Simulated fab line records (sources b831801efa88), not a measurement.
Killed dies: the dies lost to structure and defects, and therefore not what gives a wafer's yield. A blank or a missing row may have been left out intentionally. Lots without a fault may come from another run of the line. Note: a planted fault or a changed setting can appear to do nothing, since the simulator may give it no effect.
fab line records | flow sky130
[record] lots = 5 wafers = 23
route steps=708 shown CAP2M@610 METAL4@626 VIA4@639 METAL5@662 PASSIVATION@687 PAD_OPEN@696
startH: the number of hours between the record's first day and the start of the first shown wafer of the lot | waitH: how many hours have passed since the lot's step before this one | " as in the row above | L1.1+2: a row that stands for several wafers | - no value present, or no start provided | * or withheld: withheld | < > ~ a bound
route shown NAME@n: names a module that has steps shown in the file, with the first one's number in the route | usual: mean/standard deviation of fault-free wafers | same: alike in all rows | chamber/n: place in a boat | sites: per-site readings | _std_site: the standard deviation of these | _edge_site: the outer-site mean with the inner-site mean subtracted | radiusMm: how far each site lies from the wafer's centre | mask NAME#n: copy n | behind: the tool/chamber that last shaped the wafer | hold: what put the lot on hold/how long, in hours/how the hold closed | device: names the non-switching transistor (n, p or np) | end of line: the route-end tests of the same wafers | step lacking rows: just its recipe | killed: dies that structure and defects cost at the first sort, which is not the same as the wafer's yield | map: dies across one wafer; x = killed, . = not, _ = none there
set.NAME: the setting as run; set.NAME@STEP: as run at that earlier step | model.NAME: the simulator's own value behind a step, which no gauge read
lots whose settings were changed on purpose; a table a step, a row a wafer
[[steps]]
[step SKY_CAP2M_COAT_07]
[recipe] resist = NOVOLAK spinRpm = 3000 resistThkNm = 1140
// columns lot.wafer tool chamber startH waitH set.spinRpm model.NOVOLAK_of_CAP2M_COAT_07.thkNm
L077.1 lithoTrack-02 0 966.96 0.1 3000 1143
L077.2 " 0 " " 3147 1115
L077.4 " 0 " " 3000 1142
L077.5 " 0 " " 3000 1139
L077.6 " 0 " " 3147 1114
L078.1 lithoTrack-02 0 976.91 0.1 2796 1175
L078.2 " 0 " " 3000 1137
L078.3 " 0 " " 3000 1136
L078.4 " 0 " " 2796 1176
L078.5 " 0 " " 3000 1132
L081.1 lithoTrack-04 0 998.92 0.1 3000 1144
L081.4+5 " 0 " " 3000 1142
L082.2 lithoTrack-02 0 1005.04 0.1 3000 1143
L082.3 " 0 " " 3000 1146
L082.4 " 0 " " 3000 1149
L082.5 " 0 " " 3000 1145
L082.6 " 0 " " 3000 1144
L085.1 lithoTrack-04 0 1022.22 0.1 3000 1140
L085.2 " 0 " " 3150 1114
L085.3 " 0 " " 3000 1138
L085.4 " 0 " " 3150 1112
L085.5 " 0 " " 3000 1139
[step SKY_CAP2M_SOFTBAKE_08]
[recipe] tempC = 90 timeS = 60 resist = NOVOLAK
[step SKY_CAP2M_EXPOSE_09]
[recipe] maskId = CAP2M na = 0.6 sourceShape = conventional sigmaOuter = 0.6 polarization = unpolarized targetCdNm = 1000 doseMj = 159
[step SKY_CAP2M_DEVELOP_11]
[recipe] resist = NOVOLAK developer = TMAH developTimeS = 60 devTempC = 23
[step SKY_CAP2M_METAL_ETCH_13]
[recipe] targetDepthNm = 220 stopOn = SiO2 chemistry = Cl2/BCl3 target = TiN pressureMtorr = 10 icpW = 900 biasW = 48.5 Cl2_flow_sccm = 60 bcl3FlowSccm = 30 timeS = 62.9
// columns lot.wafer tool chamber startH waitH set.spinRpm@CAP2M_COAT_07 model.NOVOLAK_of_CAP2M_COAT_07.thkNm
L077.1 rieMetal-02 1 978.36 0.0 3000 995.9
L077.2 " 1 " " 3147 969.3
L077.4 " 1 " " 3000 995.2
L077.5 " 1 " " 3000 992.5
L077.6 " 1 " " 3147 965.8
L078.1 rieMetal-02 0 989.11 0.0 2796 1027
L078.2 " 1 " " 3000 992.2
L078.3 " 1 " " 3000 990.9
L078.4 " 0 " " 2796 1028
L078.5 " 0 " " 3000 983.1
L081.1 rieMetal-03 1 1010.76 0.0 3000 996.7
L081.4 " 0 " " 3000 992.5
L081.5 " 1 " " 3000 993.9
L082.2 rieMetal-02 0 1016.50 0.0 3000 996
L082.3 " 0 " " 3000 999.5
L082.4 " 1 " " 3000 1002
L082.5 " 1 " " 3000 999.1
L082.6 " 0 " " 3000 997.4
L085.1 rieMetal-02 0 1034.15 0.0 3000 991.9
L085.2 " 1 " " 3150 966.4
L085.3+5 " 1 " " 3000 991.4
L085.4 " 0 " " 3150 965.2
[step SKY_CAP2M_STRIP_14]
[recipe] chemistry = O2/N2 powerW = 1400 pressureMtorr = 1500 platenTempC = withheld o2FlowSccm = 3000 n2FlowSccm = 300 overashFraction = 0.5
[usual] stripTimeToEndpointS = 12.65/0.047
// columns lot.wafer tool chamber startH waitH set.spinRpm@CAP2M_COAT_07 stripTimeToEndpointS
L077.1 plasmaAsher-04 1 978.52 0.1 3000 12.67
L077.2 " 0 " " 3147 12.38
L077.4 " 1 " " 3000 12.67
L077.5 " 1 " " 3000 12.65
L077.6 " 0 " " 3147 12.34
L078.1 plasmaAsher-04 0 989.19 0.1 2796 12.96
L078.2 " 1 " " 3000 12.64
L078.3 " 0 " " 3000 12.63
L078.4 " 1 " " 2796 12.98
L078.5 " 0 " " 3000 12.53
L081.1 plasmaAsher-03 1 1010.84 0.1 3000 12.68
L081.4 " 1 " " 3000 12.65
L081.5 " 0 " " 3000 12.66
L082.2 plasmaAsher-03 0 1016.58 0.1 3000 12.68
L082.3 " 0 " " 3000 12.72
L082.4 " 1 " " 3000 12.74
L082.5 " 0 " " 3000 12.72
L082.6 " 1 " " 3000 12.70
L085.1 plasmaAsher-03 1 1034.23 0.1 3000 12.63
L085.2 " 0 " " 3150 12.35
L085.3 " 0 " " 3000 12.62
L085.4 " 1 " " 3150 12.33
L085.5 " 1 " " 3000 12.62
[step SKY_METAL4_EXPOSE_10]
[recipe] maskId = MM4 na = 0.68 sourceShape = annular sigmaInner = 0.4 sigmaOuter = 0.8 targetCdNm = 300 doseMj = 28
// columns lot.wafer tool chamber startH waitH mask set.doseMj
L077.1+2 krfScanner-02 0 - - MM4#0 28
L077.4+5+6 " 0 " " MM4#0 27.14
L078.1+5 krfScanner-02 0 - - MM4#0 28
L078.2+3+4 " 0 " " MM4#0 29.74
L081.1+4+5 krfScanner-01 0 - - MM4#0 28
L082.2+3+4+5+6 krfScanner-01 0 - - MM4#0 28
L085.1+2+3 krfScanner-02 0 - - MM4#0 28
L085.4+5 " 0 " " MM4#0 29.93
[step SKY_METAL4_PEB_11]
[recipe] pebTempC = withheld pebTimeS = withheld resist = KrF-thick
[step SKY_METAL4_DEVELOP_12]
[recipe] developTimeS = 62.33 resist = KrF-thick devTempC = 21
// columns lot.wafer tool chamber startH waitH set.doseMj@METAL4_EXPOSE_10 model.METAL4.cdNm
L077.1 lithoTrack-03 0 - - 28 296.4
L077.2 " 0 " " 28 297.5
L077.4 " 0 " " 27.14 303
L077.5 " 0 " " 27.14 302.3
L077.6 " 0 " " 27.14 303.8
L078.1 lithoTrack-03 0 - - 28 300.1
L078.2 " 0 " " 29.74 287.9
L078.3+4 " 0 " " 29.74 290.1
L078.5 " 0 " " 28 297.9
L081.1 lithoTrack-01 0 - - 28 300.1
L081.4 " 0 " " 28 298.8
L081.5 " 0 " " 28 298.5
L082.2 lithoTrack-01 0 - - 28 300
L082.3 " 0 " " 28 300.9
L082.4 " 0 " " 28 298.9
L082.5 " 0 " " 28 300.1
L082.6 " 0 " " 28 298.7
L085.1 lithoTrack-04 0 - - 28 300.4
L085.2 " 0 " " 28 300
L085.3 " 0 " " 28 301.3
L085.4 " 0 " " 29.93 286.9
L085.5 " 0 " " 29.93 288
[step SKY_METAL4_CD_MEAS_13]
[recipe] targetCdNm = 300
[usual] cdNm = 299.4/1.7
// columns lot.wafer tool chamber startH waitH set.doseMj@METAL4_EXPOSE_10 cdNm
L077.1 cdSem-02 - 1002.74 - 28 296.5
L077.2 " - " " 28 297.5
L077.4 " - " " 27.14 303.0
L077.5 " - " " 27.14 302.0
L077.6 " - " " 27.14 303.8
L078.1 cdSem-01 - 1012.49 - 28 300.0
L078.2 " - " " 29.74 287.9
L078.3 " - " " 29.74 290.2
L078.4 " - " " 29.74 290.3
L078.5 " - " " 28 297.8
L081.1 cdSem-02 - 1034.16 - 28 300.0
L081.4 " - " " 28 298.4
L081.5 " - " " 28 298.6
L082.2 cdSem-02 - 1039.58 - 28 300.0
L082.3 " - " " 28 301.0
L082.4 " - " " 28 298.9
L082.5 " - " " 28 300.1
L082.6 " - " " 28 298.5
L085.1 cdSem-02 - 1056.77 - 28 300.5
L085.2 " - " " 28 300.4
L085.3 " - " " 28 301.1
L085.4 " - " " 29.93 286.8
L085.5 " - " " 29.93 288.1
[step SKY_VIA4_HDPCVD_00]
[recipe] material = SiO2 targetThkNm = 1750 sigmaOpenFrac = 0.3 timeS = 291.7 tempC = 400 sih4FlowSccm = 60 pressureMtorr = 6
// columns lot.wafer tool chamber startH waitH set.timeS model.SiO2_of_VIA4_HDPCVD_00.thkNm
L077.1 hdpcvd-02 0 1003.81 0.0 250.6 1490
L077.2 " 2 " " 291.7 -
L077.4 " 1 " " 291.7 1757
L077.5 " 2 " " 291.7 1727
L077.6 " 0 " " 250.6 -
L078.1 hdpcvd-02 0 1013.56 0.0 330.8 1984
L078.2 " 2 " " 330.8 1987
L078.3 " 1 " " 291.7 1739
L078.4 " 2 " " 330.8 1971
L078.5 " 0 " " 291.7 1744
L081.1 hdpcvd-02 2 1035.24 0.0 291.7 1738
L081.4 " 0 " " 291.7 1752
L081.5 " 2 " " 291.7 1724
L082.2+3 hdpcvd-02 1,0 1040.65 0.0 291.7 -
L082.4 " 2 " " 264.3 -
L082.5 " 0 " " 264.3 1582
L082.6 " 1 " " 291.7 1722
L085.1 hdpcvd-02 1 1057.86 0.0 291.7 1704
L085.2+4 " 2,1 " " 291.7 -
L085.3 " 0 " " 306.8 1813
L085.5 " 0 " " 306.8 1828
[step SKY_VIA4_THK_MEAS_01]
[recipe] reads = SiO2_of_VIA4_HDPCVD_00
[usual] VIA4_HDPCVD_THK = 1741/22
// columns lot.wafer tool chamber startH waitH set.timeS@VIA4_HDPCVD_00 VIA4_HDPCVD_THK[nm]
L077.1 filmMetro-02 - 1003.99 0.1 250.6 1490
L077.2 " - " " 291.7 1753
L077.4 " - " " 291.7 1758
L077.5 " - " " 291.7 1725
L077.6 " - " " 250.6 1475
L078.1 filmMetro-03 - 1013.74 0.1 330.8 1984
L078.2 " - " " 330.8 1988
L078.3 " - " " 291.7 1738
L078.4 " - " " 330.8 1970
L078.5 " - " " 291.7 1745
L081.1 filmMetro-02 - 1035.42 0.1 291.7 1739
L081.4 " - " " 291.7 1752
L081.5 " - " " 291.7 1725
L082.2 filmMetro-04 - 1040.84 0.1 291.7 1722
L082.3 " - " " 291.7 1752
L082.4 " - " " 264.3 1564
L082.5 " - " " 264.3 1582
L082.6 " - " " 291.7 1723
L085.1 filmMetro-02 - 1058.04 0.1 291.7 1702
L085.2 " - " " 291.7 1723
L085.3 " - " " 306.8 1814
L085.4 " - " " 291.7 1701
L085.5 " - " " 306.8 1829
[step SKY_VIA4_CMP_02]
[recipe] material = SiO2 downForcePsi = 4 platenRpm = 60 padVelocityMS = 0.94248
// columns lot.wafer tool chamber startH waitH set.leaveAboveRefNm model.SiO2_of_VIA4_HDPCVD_00.thkNm
L077.2+6 cmp-01 1,0 1004.10 0.1 580 -
L077.4 " 2 " " 580 579.4
L077.1 " 3 " " 580 582.4
L077.5 " 1 " " 580 581.4
L078.1 cmp-01 0 1013.80 0.1 620 620.5
L078.3+2 " 1,3 " " 580 581.8
L078.4 " 2 " " 620 619
L078.5 " 1 " " 620 622.7
L081.4 cmp-01 1 1035.53 0.1 580 581
L081.1 " 2 " " 580 579.4
L081.5 " 0 " " 580 580.3
L082.2+4 cmp-01 2,0 1040.94 0.1 601.8 -
L082.3 " 3 " " 580 -
L082.5 " 1 " " 580 582.3
L082.6 " 2 " " 601.8 601.2
L085.4+2 cmp-02 3,2 1058.10 0.0 609.3 -
L085.1 " 0 " " 580 581.1
L085.3 " 1 " " 580 580.5
L085.5 " 0 " " 609.3 610.9
[step SKY_VIA4_ETCH_12]
[recipe] target = SiO2 chemistry = C4F8/O2/Ar stopOn = TiN maskMaterial = NOVOLAK sourceW = 1500 biasW = 1200 pressureMtorr = 40 c4f8FlowSccm = withheld O2_flow_sccm = 6 Ar_flow_sccm = 300 timeS = withheld targetDepthA = 5800
[usual] oesProductAu = 0.928/0.0049
// columns lot.wafer tool chamber startH waitH set.biasW set.leaveAboveRefNm@VIA4_CMP_02 oesProductAu model.VIA4.featureDepthNm
L077.1 rieDiel-01 2 1027.20 0.0 1100 580 0.926 582.4
L077.2 " 0 " " 1100 580 0.924 582.4
L077.4 " 3 " " 1200 580 0.920 579.4
L077.5 " 0 " " 1100 580 0.923 581.4
L077.6 " 1 " " 1200 580 0.926 581.3
L078.1 rieDiel-03 1 1037.36 0.0 1200 620 0.970 620.5
L078.2 " 2 " " 1200 580 0.930 581.8
L078.3 " 0 " " 1200 580 0.924 581.8
L078.4 " 3 " " 1200 620 0.954 619
L078.5 " 2 " " 1200 620 0.967 622.7
L081.1 rieDiel-01 1 1057.91 0.0 1200 580 0.912 579.4
L081.4 " 2 " " 1200 580 0.924 581
L081.5 " 1 " " 1200 580 0.934 580.3
L082.2 rieDiel-04 0 1062.41 0.0 1069 601.8 0.947 601.3
L082.3 " 3 " " 1200 580 0.933 581.8
L082.4 " 2 " " 1200 601.8 0.949 602.8
L082.5 " 0 " " 1069 580 0.931 582.3
L082.6 " 3 " " 1200 601.8 0.943 601.2
L085.1 rieDiel-01 2 1079.15 0.0 1096 580 0.920 581.1
L085.2 " 3 " " 1200 609.3 0.952 609.3
L085.3 " 1 " " 1200 580 0.931 580.5
L085.4 " 0 " " 1096 609.3 0.958 611.5
L085.5 " 3 " " 1096 609.3 0.953 610.9
[step SKY_METAL5_SPUTTER_01]
[recipe] material = TiN targetThkNm = 20 powerW = 6500 timeS = 16.7 chamberPressurePa = 0.4
// columns lot.wafer tool chamber startH waitH set.powerW model.TiN_of_METAL5_SPUTTER_01.thkNm
L077.1 pvdSputter-02 - 1028.72 0.0 6500 20.2
L077.2 " - " " 6946 21.25
L077.4 " - " " 6500 19.95
L077.5 " - " " 6500 20.27
L077.6 " - " " 6946 21.27
L078.1 pvdSputter-03 - 1038.75 0.0 6500 19.73
L078.2 " - " " 6500 19.59
L078.3 " - " " 6500 20.03
L078.4 " - " " 6500 20.14
L078.5 " - " " 6500 19.55
L081.1 pvdSputter-01 - 1059.30 0.0 6500 20.38
L081.4 " - " " 6500 20.12
L081.5 " - " " 6500 20.29
L082.2 pvdSputter-02 - 1063.82 0.0 6934 21.13
L082.3 " - " " 6934 20.87
L082.4 " - " " 6934 21.36
L082.5 " - " " 6500 20.01
L082.6 " - " " 6500 20.08
L085.1 pvdSputter-01 - 1080.53 0.0 6500 20.14
L085.2 " - " " 7112 22.47
L085.3 " - " " 6500 20.36
L085.4 " - " " 7112 22.04
L085.5 " - " " 6500 20.11
[step SKY_METAL5_EXPOSE_11]
[recipe] maskId = MM5 na = 0.6 sourceShape = conventional sigmaOuter = 0.6 polarization = unpolarized targetCdNm = 1600 doseMj = 190
// columns lot.wafer tool chamber startH waitH mask set.doseMj
L077.1+2+4 ilineStepper-02 0 - - MM5#0 181.2
L077.5+6 " 0 " " MM5#0 190
L078.1+2+3+4+5 ilineStepper-02 0 - - MM5#0 190
L081.1+4+5 ilineStepper-01 0 - - MM5#0 190
L082.2+4 ilineStepper-01 0 - - MM5#0 190
L082.3+5+6 " 0 " " MM5#0 180.4
L085.1+2+3+4+5 ilineStepper-02 0 - - MM5#0 190
[step SKY_METAL5_DEVELOP_13]
[recipe] resist = NOVOLAK developer = TMAH developTimeS = 60 devTempC = 23
// columns lot.wafer tool chamber startH waitH set.devTempC
L077.1+5+6 lithoTrack-03 0 1051.49 0.1 23
L077.2+4 " 0 " " 26.33
L078.1+2+5 lithoTrack-02 0 1060.66 0.1 21.27
L078.3+4 " 0 " " 23
L081.1+4+5 lithoTrack-03 0 1080.24 0.1 23
L082.2+3+6 lithoTrack-01 0 1084.94 0.1 23
L082.4+5 " 0 " " 20.43
L085.1+2 lithoTrack-01 0 1101.46 0.1 23
L085.3+4+5 " 0 " " 21.79
[step SKY_METAL5_DESCUM_14]
[recipe] chemistry = O2 sourcePowerW = 150 biasPowerW = 0 pressureMtorr = 10 tempC = 40 timeS = 11
// columns lot.wafer tool chamber startH waitH set.doseMj@METAL5_EXPOSE_11 model.METAL5.cdNm
L077.1 rieMetal-04 1 1051.64 0.1 181.2 1615
L077.2 " 0 " " 181.2 1621
L077.4 " 1 " " 181.2 1620
L077.5 " 0 " " 190 1604
L077.6 " 1 " " 190 1603
L078.1+5 rieMetal-04 1,0 1060.81 0.1 190 1599
L078.2+4 " 0,1 " " 190 1600
L078.3 " 0 " " 190 1601
L081.1 rieMetal-04 0 1080.39 0.1 190 1597
L081.4+5 " 0 " " 190 1598
L082.2 rieMetal-01 1 1085.06 0.1 190 1602
L082.3 " 0 " " 180.4 1614
L082.4 " 1 " " 190 1599
L082.5 " 0 " " 180.4 1613
L082.6 " 1 " " 180.4 1615
L085.1 rieMetal-02 0 1101.61 0.1 190 1600
L085.2+4+5 " 1 " " 190 1601
L085.3 " 0 " " 190 1599
[step SKY_PASSIVATION_COAT_06]
[recipe] spinRpm = 2000 resistThkNm = 3000
// columns lot.wafer tool chamber startH waitH set.resistThkNm model.coat_of_PASSIVATION_COAT_06.thkNm
L077.1 lithoTrack-04 0 1062.68 0.1 3123 3140
L077.2 " 0 " " 3000 3015
L077.4 " 0 " " 3000 3007
L077.5 " 0 " " 3000 3014
L077.6 " 0 " " 3123 3132
L078.1 lithoTrack-02 0 1072.26 0.1 2833 2834
L078.2 " 0 " " 3000 2997
L078.3 " 0 " " 3000 3001
L078.4 " 0 " " 2833 2831
L078.5 " 0 " " 3000 2993
L081.1 lithoTrack-03 0 1091.94 0.1 3000 2998
L081.4+5 " 0 " " 3000 3000
L082.2+4+6 lithoTrack-03 0 1096.46 0.1 3000 2999
L082.3 " 0 " " 3058 3058
L082.5 " 0 " " 3058 3065
L085.1 lithoTrack-04 0 1113.33 0.1 3000 2999
L085.2 " 0 " " 3102 3082
L085.3 " 0 " " 3102 3094
L085.4 " 0 " " 3000 2996
L085.5 " 0 " " 3102 3093
[step SKY_PASSIVATION_SOFTBAKE_07]
[recipe] tempC = 110 timeS = withheld
[step SKY_PASSIVATION_EXPOSE_08]
[recipe] maskId = NSM targetCdNm = 3000 na = 0.57 doseMj = 260
[step SKY_PASSIVATION_PEB_09]
[recipe] tempC = 115 timeS = withheld
[step SKY_PASSIVATION_DEVELOP_10]
[recipe] developTimeS = 60 devTempC = 23
[step SKY_PASSIVATION_ETCH_11]
[recipe] chemistry = CF4/O2 targetDepthNm = 725 stopOn = AlCu sourceW = 800 biasW = 150 pressureMtorr = 150 cf4FlowSccm = 80 O2_flow_sccm = 10 timeS = 154
// columns lot.wafer tool chamber startH waitH set.resistThkNm@PASSIVATION_COAT_06 model.coat_of_PASSIVATION_COAT_06.thkNm
L077.1 rieDiel-02 0 1073.31 - 3123 2673
L077.2 " 1 " " 3000 2544
L077.4 " 2 " " 3000 2538
L077.5 " 0 " " 3000 2547
L077.6 " 1 " " 3123 2664
L078.1 rieDiel-01 1 1082.78 - 2833 2368
L078.2 " 0 " " 3000 2524
L078.3+5 " 3,2 " " 3000 2518
L078.4 " 2 " " 2833 2360
L081.1 rieDiel-01 2 1102.51 - 3000 2534
L081.4 " 3 " " 3000 2521
L081.5 " 2 " " 3000 2535
L082.2 rieDiel-01 1 1106.56 - 3000 2534
L082.3 " 0 " " 3058 2585
L082.4+6 " 2,0 " " 3000 2529
L082.5 " 1 " " 3058 2605
L085.1 rieDiel-01 0 1123.38 - 3000 2531
L085.2 " 3 " " 3102 2604
L085.3 " 2 " " 3102 2625
L085.4 " 1 " " 3000 2535
L085.5 " 2 " " 3102 2622
[step SKY_PASSIVATION_STRIP_12]
[recipe] chemistry = O2/N2 powerW = 1400 pressureMtorr = 1500 platenTempC = withheld overashFraction = 0.7 o2FlowSccm = 3000 n2FlowSccm = 300
[usual] stripTimeToEndpointS = 31.70/0.13
// columns lot.wafer tool chamber startH waitH set.resistThkNm@PASSIVATION_COAT_06 stripTimeToEndpointS
L077.1 plasmaAsher-04 1 1073.42 0.1 3123 33.32
L077.2 " 0 " " 3000 31.85
L077.4 " 1 " " 3000 31.79
L077.5 " 0 " " 3000 31.89
L077.6 " 1 " " 3123 33.20
L078.1 plasmaAsher-01 1 1082.88 0.1 2833 29.79
L078.2 " 0 " " 3000 31.61
L078.3 " 0 " " 3000 31.55
L078.4 " 1 " " 2833 29.70
L078.5 " 0 " " 3000 31.54
L081.1 plasmaAsher-03 1 1102.62 0.1 3000 31.73
L081.4 " 0 " " 3000 31.57
L081.5 " 0 " " 3000 31.75
L082.2 plasmaAsher-01 1 1106.67 0.1 3000 31.72
L082.3 " 1 " " 3058 32.30
L082.4 " 0 " " 3000 31.67
L082.5 " 1 " " 3058 32.53
L082.6 " 0 " " 3000 31.67
L085.1 plasmaAsher-03 0 1123.48 0.1 3000 31.69
L085.2 " 1 " " 3102 32.54
L085.3 " 0 " " 3102 32.77
L085.4 " 1 " " 3000 31.72
L085.5 " 1 " " 3102 32.74
[step SKY_PAD_OPEN_COAT_02]
[recipe] spinRpm = 2000 resistThkNm = 3000
// columns lot.wafer tool chamber startH waitH set.spinRpm model.coat_of_PAD_OPEN_COAT_02.thkNm
L077.1 lithoTrack-03 0 1083.14 0.1 2000 3007
L077.2 " 0 " " 2000 3004
L077.4 " 0 " " 2000 2997
L077.5 " 0 " " 2000 2992
L077.6 " 0 " " 2000 2998
L078.1 lithoTrack-01 0 1092.81 0.1 2000 2994
L078.2 " 0 " " 2000 2978
L078.3+5 " 0 " " 2000 2993
L078.4 " 0 " " 2000 2992
L081.1 lithoTrack-01 0 1112.21 0.1 2000 3005
L081.4 " 0 " " 2000 3004
L081.5 " 0 " " 2000 2998
L082.2 lithoTrack-04 0 1116.20 0.1 2000 2997
L082.3 " 0 " " 2088 2936
L082.4 " 0 " " 2088 2927
L082.5 " 0 " " 2000 2995
L082.6 " 0 " " 2000 2991
L085.1 lithoTrack-04 0 1133.03 0.1 2117 2928
L085.2 " 0 " " 2000 3012
L085.3 " 0 " " 2117 2914
L085.4 " 0 " " 2117 2927
L085.5 " 0 " " 2000 3017
[[key]]
[split] step = SKY_CAP2M_COAT_07 setting = spinRpm stated = 3000 by = wafer
[response] step = SKY_CAP2M_COAT_07 reading = model.NOVOLAK_of_CAP2M_COAT_07.thkNm change = -5.63 per = 1% r = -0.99
[response] step = SKY_CAP2M_METAL_ETCH_13 reading = model.NOVOLAK_of_CAP2M_COAT_07.thkNm change = -5.5 per = 1% r = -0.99
[response] step = SKY_CAP2M_STRIP_14 reading = stripTimeToEndpointS change = * per = 1% r = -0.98
[split] step = SKY_METAL4_EXPOSE_10 setting = doseMj stated = 28 by = wafer
[response] step = SKY_METAL4_DEVELOP_12 reading = model.METAL4.cdNm change = -1.76 per = 1% r = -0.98
[response] step = SKY_METAL4_CD_MEAS_13 reading = cdNm change = -1.76 per = 1% r = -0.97
[split] step = SKY_VIA4_HDPCVD_00 setting = timeS stated = 291.7 by = wafer
[response] step = SKY_VIA4_HDPCVD_00 reading = model.SiO2_of_VIA4_HDPCVD_00.thkNm change = +17.7 per = 1% r = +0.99
[response] step = SKY_VIA4_THK_MEAS_01 reading = VIA4_HDPCVD_THK change = +18.2 per = 1% r = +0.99
[split] step = SKY_VIA4_CMP_02 setting = leaveAboveRefNm stated = 580 by = wafer
[response] step = SKY_VIA4_CMP_02 reading = model.SiO2_of_VIA4_HDPCVD_00.thkNm change = +5.66 per = 1% r = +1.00
[response] step = SKY_VIA4_ETCH_12 reading = oesProductAu change = +0.00517 per = 1% r = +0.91
[response] step = SKY_VIA4_ETCH_12 reading = model.VIA4.featureDepthNm change = +5.65 per = 1% r = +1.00
[split] step = SKY_VIA4_ETCH_12 setting = biasW stated = 1200 by = wafer
response none clear
[split] step = SKY_METAL5_SPUTTER_01 setting = powerW stated = 6500 by = wafer
[response] step = SKY_METAL5_SPUTTER_01 reading = model.TiN_of_METAL5_SPUTTER_01.thkNm change = +0.189 per = 1% r = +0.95
[split] step = SKY_METAL5_EXPOSE_11 setting = doseMj stated = 190 by = wafer
[response] step = SKY_METAL5_DESCUM_14 reading = model.METAL5.cdNm change = -2.98 per = 1% r = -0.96
[split] step = SKY_METAL5_DEVELOP_13 setting = devTempC stated = 23 by = wafer
response none clear
[split] step = SKY_PASSIVATION_COAT_06 setting = resistThkNm stated = 3000 by = wafer
[response] step = SKY_PASSIVATION_COAT_06 reading = model.coat_of_PASSIVATION_COAT_06.thkNm change = +29.4 per = 1% r = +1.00
[response] step = SKY_PASSIVATION_ETCH_11 reading = model.coat_of_PASSIVATION_COAT_06.thkNm change = +28.4 per = 1% r = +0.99
[response] step = SKY_PASSIVATION_STRIP_12 reading = stripTimeToEndpointS change = * per = 1% r = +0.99
[split] step = SKY_PAD_OPEN_COAT_02 setting = spinRpm stated = 2000 by = wafer
[response] step = SKY_PAD_OPEN_COAT_02 reading = model.coat_of_PAD_OPEN_COAT_02.thkNm change = -15.1 per = 1% r = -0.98
